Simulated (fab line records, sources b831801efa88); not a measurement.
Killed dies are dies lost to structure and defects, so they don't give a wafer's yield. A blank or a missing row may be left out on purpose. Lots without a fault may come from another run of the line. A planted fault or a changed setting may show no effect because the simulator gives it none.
fab line records | flow gf180mcu | part 1 of 2: steps 1 to 29 of 42
record lots=5 wafers=15 last_day=32
route steps=602 shown DUAL_GATE@148 POLY_GATE@157 HV_LDD@176
lots that met no fault: from a run of the same line without faults
start_h: hours from the record's first day to the start of the lot's first wafer shown | wait_h: hours since the lot's step before | " the same as in the row above | L1.1+2: a row that stands for several wafers | - no value, or no start given | * or withheld: withheld | < > ~ a bound
route shown NAME@n: a module of which the file shows steps, and the number in the route of the first | usual: mean/standard deviation of fault-free wafers | same: alike in all rows | chamber/n: place in a boat | sites: the reading at each site | _std_site: their standard deviation | _edge_site: outer sites' mean less inner sites' | radius_mm: how far each site lies from the wafer's centre | mask NAME#n: copy n | behind: the tool/chamber that last shaped the wafer | hold: why the lot was held/for how many hours/how that ended | device: the transistor (n, p or np) that didn't switch | end of line: the same wafers' tests at the end of the route | a step without rows: its recipe alone | killed: dies lost to structure and defects at the first sort, not the wafer's yield | map: a wafer's dies, x killed, . not, _ none there
set.NAME: the setting as run; set.NAME@STEP: as run at that earlier step | model.NAME: the simulator's own value behind a step, which no gauge read
lots at some steps of the route; a table a step, a row a wafer
services: from which hour (start_h, from the record's first day; less than 0 if before it) a tool's chamber was out of use, for how many hours, and why
## steps
# step GF_DUAL_GATE_SOFTBAKE_07
# recipe temp_c=90 time_s=60 resist=NOVOLAK
# columns lot.wafer tool chamber start_h wait_h
L074.1+5+6 litho_track-01 0 172.19 0.1
L084.4+5+6 litho_track-01 0 234.87 0.1
L085.1+2+3 litho_track-04 0 244.27 0.1
L087.1+2+3 litho_track-04 0 257.07 0.1
L088.3+4+6 litho_track-02 0 263.23 0.1
# step GF_DUAL_GATE_EXPOSE_08
# recipe mask_id=Dualgate target_cd_nm=700 na=0.6 source_shape=conventional sigma_outer=0.6 dose_mj=140
# usual stage_vel_mm_s=499.95/0.23
# columns lot.wafer tool chamber start_h wait_h mask stage_vel_mm_s
L074.1 iline_stepper-01 0 - - Dualgate#0 500.06
L074.5 " 0 " " Dualgate#0 499.76
L074.6 " 0 " " Dualgate#0 500.28
L084.4 iline_stepper-02 0 - - Dualgate#0 499.92
L084.5 " 0 " " Dualgate#0 499.98
L084.6 " 0 " " Dualgate#0 499.88
L085.1 iline_stepper-01 0 - - Dualgate#0 499.64
L085.2 " 0 " " Dualgate#0 499.36
L085.3 " 0 " " Dualgate#0 499.65
L087.1 iline_stepper-01 0 - - Dualgate#0 500.12
L087.2 " 0 " " Dualgate#0 500.05
L087.3 " 0 " " Dualgate#0 500.26
L088.3 iline_stepper-01 0 - - Dualgate#0 499.85
L088.4 " 0 " " Dualgate#0 499.80
L088.6 " 0 " " Dualgate#0 499.82
# step GF_DUAL_GATE_PEB_09
# recipe temp_c=withheld time_s=* resist=NOVOLAK
# columns lot.wafer tool chamber start_h wait_h
L074.1+5+6 litho_track-01 0 - -
L084.4+5+6 litho_track-02 0 - -
L085.1+2+3 litho_track-02 0 - -
L087.1+2+3 litho_track-01 0 - -
L088.3+4+6 litho_track-02 0 - -
# step GF_DUAL_GATE_DEVELOP_10
# recipe develop_time_s=60 dev_temp_c=23
# columns lot.wafer tool chamber start_h wait_h
L074.1+5+6 litho_track-01 0 180.59 0.1
L084.4+5+6 litho_track-02 0 243.56 0.1
L085.1+2+3 litho_track-02 0 253.28 0.1
L087.1+2+3 litho_track-01 0 265.99 0.1
L088.3+4+6 litho_track-02 0 273.03 0.1
# step GF_DUAL_GATE_OVL_MEAS_11
# usual DUAL_GATE_OVL=-0.4/1.4
# columns lot.wafer tool chamber start_h wait_h DUAL_GATE_OVL[nm]
L074.1 overlay-02 - 180.74 0.1 -0.8
L074.5 " - " " 0.4
L074.6 " - " " 1.5
L084.4 overlay-01 - 243.65 0.1 0.7
L084.5 " - " " -0.1
L084.6 " - " " 0.8
L085.1 overlay-01 - 253.43 0.1 -0.4
L085.2 " - " " -1.1
L085.3 " - " " 0.1
L087.1 overlay-02 - 266.14 0.1 0.3
L087.2 " - " " 1.4
L087.3 " - " " -0.5
L088.3 overlay-01 - 273.14 0.1 -1.6
L088.4 " - " " -3.1
L088.6 " - " " -3.5
# step GF_DUAL_GATE_WET_ETCH_12
# recipe chemistry=dHF target_depth_nm=13 dry=n2_spin target=SiO2 temp_c=25 dilution=100:1 time_s=260
# columns lot.wafer tool chamber start_h wait_h
L074.1+5+6 wet_bench-03 1 180.78 0.0
L084.4+5+6 wet_bench-03 2 243.67 0.0
L085.1+2+3 wet_bench-01 1 253.47 0.0
L087.1+2+3 wet_bench-03 2 266.18 0.0
L088.3+4+6 wet_bench-01 2 273.17 0.0
# step GF_DUAL_GATE_STRIP_13
# recipe chemistry=O2/N2 power_w=1400 pressure_mtorr=1500 platen_temp_c=250 o2_flow_sccm=3000 n2_flow_sccm=300 overash_fraction=0.5
# usual drypump_motor_current_A=5.6/0.55 heater_power_w=307/19 oes_product_au=0.716/0.005 strip_time_to_endpoint_s=12.64/0.035
# columns lot.wafer tool chamber start_h wait_h drypump_motor_current_A heater_power_w oes_product_au rf_hours_counter_h strip_time_to_endpoint_s
L074.1 plasma_asher-01 1 180.86 0.0 5.1 297 0.713 6 12.72
L074.5 " 1 " " 5.1 298 0.714 - 12.69
L074.6 " 0 " " 5.8 310 0.716 - 12.67
L084.4 plasma_asher-04 0 243.78 0.0 6.5 321 0.720 - 12.68
L084.5 " 0 " " 6.5 338 0.715 - 12.70
L084.6 " 1 " " 5.4 273 0.715 - 12.67
L085.1 plasma_asher-02 0 253.55 0.0 4.8 315 0.714 45 12.63
L085.2 " 1 " " 5.8 295 0.714 45 12.61
L085.3 " 0 " " 4.8 313 0.719 - 12.58
L087.1 plasma_asher-04 1 266.26 0.0 5.4 273 0.714 59 12.62
L087.2 " 0 " " 6.6 337 0.713 59 12.65
L087.3 " 0 " " 6.5 335 0.723 - 12.63
L088.3 plasma_asher-04 1 273.29 0.0 5.4 279 0.709 - 12.63
L088.4 " 0 " " 6.5 337 0.716 - 12.63
L088.6 " 1 " " 5.4 274 0.720 - 12.65
# step GF_DUAL_GATE_CLEAN_14
# recipe chemistry=SC1/SC2 mix=1:4:20 temp_c=70 time_s=150 dry=n2_spin
# usual bath_guard_temp_C=69.9/0.61
# columns lot.wafer tool chamber start_h wait_h bath_guard_temp_C
L074.1 wet_bench-01 1 180.96 0.1 70.7
L074.5 " 1 " " 70.4
L074.6 " 1 " " 70.5
L084.4 wet_bench-01 0 243.85 0.0 70.2
L084.5 " 0 " " 69.5
L084.6 " 0 " " 69.9
L085.1 wet_bench-03 1 253.65 0.1 70.1
L085.2 " 1 " " 69.9
L085.3 " 1 " " 69.6
L087.1 wet_bench-02 3 266.36 0.1 69.5
L087.2 " 3 " " 69.4
L087.3 " 3 " " 69.7
L088.3 wet_bench-02 1 273.35 0.0 70.8
L088.4 " 1 " " 70.7
L088.6 " 1 " " 70.6
# step GF_DUAL_GATE_OXIDATION_15
# recipe temp_c=850 ambient=O2 stabilise_s=600 purge_s=300 target_thk_a=70.98 ox_time_s=1995
# usual tube_center_temp_C_max=852.2/0.35
# columns lot.wafer tool chamber start_h wait_h tube_center_temp_C_max
L074.1 furnace-02 0 181.01 0.0 851.7
L074.5 " 0 " " 852.2
L074.6 " 0 " " 852.6
L084.4 furnace-01 0 244.14 0.2 852.3
L084.5 " 0 " " 851.8
L084.6 " 0 " " 852.5
L085.1 furnace-02 0 254.32 0.6 851.6
L085.2 " 0 " " 851.9
L085.3 " 0 " " 852.1
L087.1 furnace-02 0 266.98 0.6 851.9
L087.2 " 0 " " 852.6
L087.3 " 0 " " 852.3
L088.3 furnace-01 0 273.41 0.0 852.3
L088.4 " 0 " " 852.4
L088.6 " 0 " " 852.7
# step GF_POLY_GATE_CVD_00
# recipe material=poly-Si target_thk_nm=200 temp_c=620 time_s=1200 pressure_mtorr=200
# usual pressure_mtorr=200.0/0.42
# columns lot.wafer tool chamber start_h wait_h pressure_mtorr
L074.1 lpcvd-01 0 182.69 0.1 200.1
L074.5 " 0 " " 200.5
L074.6 " 0 " " 200.4
L084.4 lpcvd-02 0 245.70 0.0 199.7
L084.5 " 0 " " 200.5
L084.6 " 0 " " 199.9
L085.1 lpcvd-02 1 255.88 0.0 199.8
L085.2 " 1 " " 199.5
L085.3 " 1 " " 199.4
L087.1 lpcvd-01 1 268.53 0.0 200.0
L087.2 " 1 " " 200.2
L087.3 " 1 " " 200.4
L088.3 lpcvd-01 1 274.96 0.0 200.2
L088.4 " 1 " " 199.8
L088.6 " 1 " " 199.4
# step GF_POLY_GATE_THK_MEAS_01
# recipe reads=poly-Si_of_POLY_GATE_CVD_00
# usual POLY_GATE_CVD_00_THK=199.3/1.5
# columns lot.wafer tool chamber start_h wait_h POLY_GATE_CVD_00_THK[nm]
L074.1 film_metro-01 - 184.69 0.0 198.7
L074.5 " - " " 199.3
L074.6 " - " " 198.7
L084.4 film_metro-01 - 247.06 0.0 198.4
L084.5 " - " " 197.9
L084.6 " - " " 197.2
L085.1 film_metro-01 - 257.24 0.0 201.0
L085.2 " - " " 200.9
L085.3 " - " " 200.0
L087.1 film_metro-04 - 269.86 0.0 198.5
L087.2 " - " " 198.1
L087.3 " - " " 197.8
L088.3 film_metro-04 - 276.98 0.0 198.8
L088.4 " - " " 198.9
L088.6 " - " " 198.2
# step GF_POLY_GATE_DEHYDRATE_02
# recipe temp_c=200 time_s=60
# columns lot.wafer tool chamber start_h wait_h
L074.1+5+6 litho_track-03 0 192.22 7.5
L084.4+5+6 litho_track-03 0 256.04 9.0
L085.1+2+3 litho_track-03 0 265.72 8.5
L087.1+2+3 litho_track-04 0 279.27 9.4
L088.3+4+6 litho_track-03 0 285.67 8.7
# step GF_POLY_GATE_HMDS_03
# recipe prime_time_s=60 prime_temp_c=120
# columns lot.wafer tool chamber start_h wait_h
L074.1+5+6 litho_track-03 0 192.37 0.1
L084.4+5+6 litho_track-03 0 256.19 0.1
L085.1+2+3 litho_track-03 0 265.87 0.1
L087.1+2+3 litho_track-04 0 279.42 0.1
L088.3+4+6 litho_track-03 0 285.82 0.1
# step GF_POLY_GATE_COAT_04
# recipe resist=BARC temp_c=withheld time_s=withheld spin_rpm=withheld resist_thk_nm=withheld
# columns lot.wafer tool chamber start_h wait_h
L074.1+5+6 litho_track-03 0 192.52 0.1
L084.4+5+6 litho_track-03 0 256.34 0.1
L085.1+2+3 litho_track-03 0 266.02 0.1
L087.1+2+3 litho_track-04 0 279.57 0.1
L088.3+4+6 litho_track-03 0 285.97 0.1
# step GF_POLY_GATE_COAT_05
# recipe resist=KrF spin_rpm=withheld resist_thk_nm=700
# columns lot.wafer tool chamber start_h wait_h
L074.1+5+6 litho_track-03 0 - -
L084.4+5+6 litho_track-03 0 - -
L085.1+2+3 litho_track-03 0 - -
L087.1+2+3 litho_track-04 0 - -
L088.3+4+6 litho_track-03 0 - -
# step GF_POLY_GATE_SOFTBAKE_06
# recipe temp_c=130 time_s=60 resist=KrF
# columns lot.wafer tool chamber start_h wait_h
L074.1+5+6 litho_track-03 0 - -
L084.4+5+6 litho_track-03 0 - -
L085.1+2+3 litho_track-03 0 - -
L087.1+2+3 litho_track-04 0 - -
L088.3+4+6 litho_track-03 0 - -
# step GF_POLY_GATE_EXPOSE_07
# recipe mask_id=Poly2 target_cd_nm=280 na=0.68 source_shape=conventional sigma_outer=0.6 dose_mj=28
# usual stage_vel_mm_s=499.99/0.26
# columns lot.wafer tool chamber start_h wait_h mask stage_vel_mm_s
L074.1 krf_scanner-01 0 - - Poly2#0 500.17
L074.5 " 0 " " Poly2#0 500.37
L074.6 " 0 " " Poly2#0 500.52
L084.4 krf_scanner-02 0 - - Poly2#0 500.10
L084.5 " 0 " " Poly2#0 500.18
L084.6 " 0 " " Poly2#0 499.86
L085.1 krf_scanner-02 0 - - Poly2#0 500.15
L085.2 " 0 " " Poly2#0 500.42
L085.3 " 0 " " Poly2#0 500.16
L087.1 krf_scanner-01 0 - - Poly2#0 500.32
L087.2 " 0 " " Poly2#0 500.18
L087.3 " 0 " " Poly2#0 499.88
L088.3 krf_scanner-01 0 - - Poly2#0 500.06
L088.4 " 0 " " Poly2#0 500.14
L088.6 " 0 " " Poly2#0 499.97
# step GF_POLY_GATE_PEB_08
# recipe peb_temp_c=135 peb_time_s=90 resist=KrF
# same peb_time_s=90
# columns lot.wafer tool chamber start_h wait_h
L074.1+5+6 litho_track-01 0 - -
L084.4+5+6 litho_track-04 0 - -
L085.1+2+3 litho_track-04 0 - -
L087.1+2+3 litho_track-04 0 - -
L088.3+4+6 litho_track-01 0 - -
# step GF_POLY_GATE_DEVELOP_09
# recipe develop_time_s=60 resist=KrF dev_temp_c=21
# columns lot.wafer tool chamber start_h wait_h
L074.1+5+6 litho_track-01 0 200.99 0.2
L084.4+5+6 litho_track-04 0 265.69 0.1
L085.1+2+3 litho_track-04 0 276.17 0.2
L087.1+2+3 litho_track-04 0 289.52 0.2
L088.3+4+6 litho_track-01 0 296.49 0.1
# step GF_POLY_GATE_CD_MEAS_10
# recipe target_cd_nm=280
# usual cd_nm=280.9/1
# columns lot.wafer tool chamber start_h wait_h cd_nm
L074.1 cd_sem-01 - 201.14 0.1 280.6
L074.5 " - " " 280.5
L074.6 " - " " 279.8
L084.4 cd_sem-01 - 265.83 0.1 281.4
L084.5 " - " " 281.8
L084.6 " - " " 280.9
L085.1 cd_sem-02 - 276.32 0.1 280.6
L085.2 " - " " 281.0
L085.3 " - " " 279.6
L087.1 cd_sem-01 - 289.67 0.1 282.0
L087.2 " - " " 281.1
L087.3 " - " " 282.8
L088.3 cd_sem-01 - 296.63 0.1 282.6
L088.4 " - " " 282.6
L088.6 " - " " 281.6
# step GF_POLY_GATE_OVL_MEAS_11
# usual POLY_GATE_OVL=4/5.4
# columns lot.wafer tool chamber start_h wait_h POLY_GATE_OVL[nm]
L074.1 overlay-01 - 201.26 0.1 -1
L074.5 " - " " 2
L074.6 " - " " 6
L084.4 overlay-01 - 265.90 0.1 10
L084.5 " - " " 5
L084.6 " - " " -1
L085.1 overlay-01 - 276.44 0.1 11
L085.2 " - " " 6
L085.3 " - " " 9
L087.1 overlay-01 - 289.79 0.1 -6
L087.2 " - " " -4
L087.3 " - " " -7
L088.3 overlay-01 - 296.72 0.1 8
L088.4 " - " " 13
L088.6 " - " " 2
# step GF_POLY_GATE_ETCH_12
# recipe chemistry=N2/H2 target_depth_a=withheld overetch_a=withheld time_s=withheld target=BARC ion_energy_ev=200 source_w=500 bias_w=100 pressure_mtorr=30 n2_flow_sccm=100 h2_flow_sccm=200
# usual drypump_motor_current_A=5.8/0.4 h2_flow_sccm=199.9/0.62 oes_product_au=0.735/0.0047 throttle_valve_pct=13.215/0.0086
# columns lot.wafer tool chamber start_h wait_h drypump_motor_current_A h2_flow_sccm oes_product_au throttle_valve_pct
L074.1 rie_diel-02 2 201.30 0.0 6.3 199.3 0.748 13.217
L074.5 " 3 " " 5.8 199.4 0.743 13.211
L074.6 " 2 " " 6.4 198.9 0.735 13.205
L084.4 rie_diel-02 1 265.92 0.0 5.5 200.3 0.736 13.209
L084.5 " 0 " " 6.2 200.4 0.740 13.200
L084.6 " 1 " " 5.5 200.2 0.733 13.221
L085.1 rie_diel-04 3 276.47 0.0 6.4 199.6 0.736 13.224
L085.2 " 1 " " 6.1 199.4 0.730 13.220
L085.3 " 0 " " 5.3 200.6 0.732 13.198
L087.1 rie_diel-04 1 289.82 0.0 6.1 198.5 0.730 13.225
L087.2 " 3 " " 6.4 199.8 0.744 13.226
L087.3 " 2 " " 5.5 199.6 0.735 13.217
L088.3 rie_diel-04 2 296.75 0.0 5.5 200.3 0.734 13.194
L088.4 " 3 " " 6.4 199.5 0.733 13.215
L088.6 " 1 " " 6.1 200.0 0.738 13.208
# step GF_POLY_GATE_ETCH_13
# recipe target=poly-Si target_depth_nm=198.5 stop_on=SiO2 over_etch_frac=0.403 chemistry=HBr/Cl2 icp_w=400 bias_w=100 pressure_mtorr=10 HBr_flow_sccm=150 Cl2_flow_sccm=50 time_s=69.6
# usual drypump_motor_current_A=5.5/0.41 oes_product_au=0.987/0.011 throttle_valve_pct=33.684/0.0087
# columns lot.wafer tool chamber start_h wait_h drypump_motor_current_A oes_product_au rf_hours_counter_h throttle_valve_pct
L074.1 rie_si-02 0 201.35 - 5.2 0.998 0 33.673
L074.5 " 2 " " 5.4 0.982 - 33.685
L074.6 " 3 " " 6.3 0.986 - 33.682
L084.4 rie_si-02 3 265.97 - 6.3 0.990 4 33.664
L084.5 " 0 " " 5.2 0.985 - 33.687
L084.6 " 3 " " 6.3 0.971 - 33.674
L085.1 rie_si-01 3 276.52 - 4.9 1.000 54 33.670
L085.2 " 1 " " 5.6 0.981 30 33.687
L085.3 " 2 " " 5.4 0.996 0 33.682
L087.1 rie_si-02 0 289.87 - 5.2 0.994 1 33.687
L087.2 " 3 " " 6.3 0.973 5 33.684
L087.3 " 2 " " 5.4 0.982 43 33.692
L088.3 rie_si-02 3 296.80 - 6.2 0.983 5 33.681
L088.4 " 0 " " 5.2 0.994 1 33.689
L088.6 " 1 " " 5.8 0.975 - 33.669
# step GF_POLY_GATE_STRIP_14
# recipe chemistry=O2/N2 power_w=1400 pressure_mtorr=1500 platen_temp_c=250 o2_flow_sccm=3000 n2_flow_sccm=300 overash_fraction=0.5
# usual drypump_motor_current_A=5.5/0.43 heater_power_w=322/37 oes_product_au=0.505/0.0044
# columns lot.wafer tool chamber start_h wait_h drypump_motor_current_A heater_power_w oes_product_au rf_hours_counter_h
L074.1 plasma_asher-03 1 201.41 0.0 6.0 310 0.495 61
L074.5 " 0 " " 5.2 409 0.501 -
L074.6 " 1 " " 6.0 310 0.506 -
L084.4 plasma_asher-01 1 266.06 0.1 5.1 286 0.502 -
L084.5 " 1 " " 5.1 291 0.507 -
L084.6 " 0 " " 5.8 307 0.512 -
L085.1 plasma_asher-01 0 276.58 0.0 5.8 311 0.506 17
L085.2 " 1 " " 5.1 303 0.503 17
L085.3 " 1 " " 5.1 299 0.506 -
L087.1 plasma_asher-02 0 289.93 0.0 4.9 322 0.509 48
L087.2 " 1 " " 5.8 301 0.507 48
L087.3 " 0 " " 4.9 320 0.512 -
L088.3 plasma_asher-03 1 296.89 0.1 6.0 303 0.506 -
L088.4 " 0 " " 5.1 409 0.497 -
L088.6 " 0 " " 5.2 398 0.510 -
# step GF_POLY_GATE_CLEAN_15
# recipe chemistry=SC1/SC2 mix=1:4:20 temp_c=70 time_s=150 dry=n2_spin
# usual bath_guard_temp_C=70.2/0.42
# columns lot.wafer tool chamber start_h wait_h bath_guard_temp_C
L074.1 wet_bench-02 2 201.51 0.1 69.8
L074.5 " 2 " " 69.7
L074.6 " 2 " " 69.5
L084.4 wet_bench-01 3 266.13 0.0 69.9
L084.5 " 3 " " 70.6
L084.6 " 3 " " 70.4
L085.1 wet_bench-02 3 276.68 0.1 69.8
L085.2 " 3 " " 69.3
L085.3 " 3 " " 69.8
L087.1 wet_bench-04 0 290.03 0.1 70.6
L087.2 " 0 " " 70.7
L087.3 " 0 " " 70.5
L088.3 wet_bench-02 3 296.95 0.0 69.5
L088.4 " 3 " " 69.7
L088.6 " 3 " " 69.7
# step GF_POLY_GATE_OXIDATION_16
# recipe temp_c=850 ambient=O2 stabilise_s=600 purge_s=300 target_thk_a=40 ox_time_s=899
# usual tube_center_temp_C_max=852.2/0.39
# columns lot.wafer tool chamber start_h wait_h tube_center_temp_C_max
L074.1 furnace-02 0 201.56 0.0 852.2
L074.5 " 0 " " 852.8
L074.6 " 0 " " 851.8
L084.4 furnace-01 0 266.49 0.3 852.5
L084.5 " 0 " " 852.5
L084.6 " 0 " " 852.5
L085.1 furnace-02 0 276.73 0.0 851.9
L085.2 " 0 " " 852.7
L085.3 " 0 " " 851.9
L087.1 furnace-02 0 290.24 0.2 852.4
L087.2 " 0 " " 853.2
L087.3 " 0 " " 852.3
L088.3 furnace-02 0 297.01 0.0 851.7
L088.4 " 0 " " 851.8
L088.6 " 0 " " 852.5
# step GF_POLY_GATE_THK_MEAS_17
# recipe reads=SiO2_of_POLY_GATE_OXIDATION_16
# usual POLY_GATE_OXIDATION_THK=3.97/0.072
# columns lot.wafer tool chamber start_h wait_h POLY_GATE_OXIDATION_THK[nm]
L074.1 film_metro-03 - 202.81 0.0 3.98
L074.5 " - " " 3.90
L074.6 " - " " 4.01
L084.4 film_metro-04 - 267.77 0.0 3.96
L084.5 " - " " 3.95
L084.6 " - " " 3.78
L085.1 film_metro-01 - 277.98 0.0 3.94
L085.2 " - " " 3.92
L085.3 " - " " 3.96
L087.1 film_metro-03 - 291.49 0.0 4.03
L087.2 " - " " 3.93
L087.3 " - " " 4.05
L088.3 film_metro-01 - 298.28 0.0 3.87
L088.4 " - " " 3.90
L088.6 " - " " 3.92
# step GF_POLY_GATE_CD_MEAS_18
# usual cd_nm=280.9/2.2
# columns lot.wafer tool chamber start_h wait_h cd_nm
L074.1 cd_sem-01 - 202.87 0.1 282.3
L074.5 " - " " 281.6
L074.6 " - " " 280.9
L084.4 cd_sem-01 - 267.89 0.1 282.1
L084.5 " - " " 282.5
L084.6 " - " " 280.6
L085.1 cd_sem-02 - 278.04 0.1 280.7
L085.2 " - " " 283.6
L085.3 " - " " 278.2
L087.1 cd_sem-01 - 291.55 0.1 283.9
L087.2 " - " " 283.1
L087.3 " - " " 281.0
L088.3 cd_sem-02 - 298.37 0.1 282.8
L088.4 " - " " 284.4
L088.6 " - " " 283.5
# step GF_HV_LDD_DEHYDRATE_00
# recipe temp_c=200 time_s=60
# columns lot.wafer tool chamber start_h wait_h
L074.1+5+6 litho_track-02 0 211.28 8.4
L084.4+5+6 litho_track-02 0 277.16 9.2
L085.1+2+3 litho_track-03 0 286.72 8.6
L087.1+2+3 litho_track-03 0 300.66 9.1
L088.3+4+6 litho_track-02 0 307.83 9.4
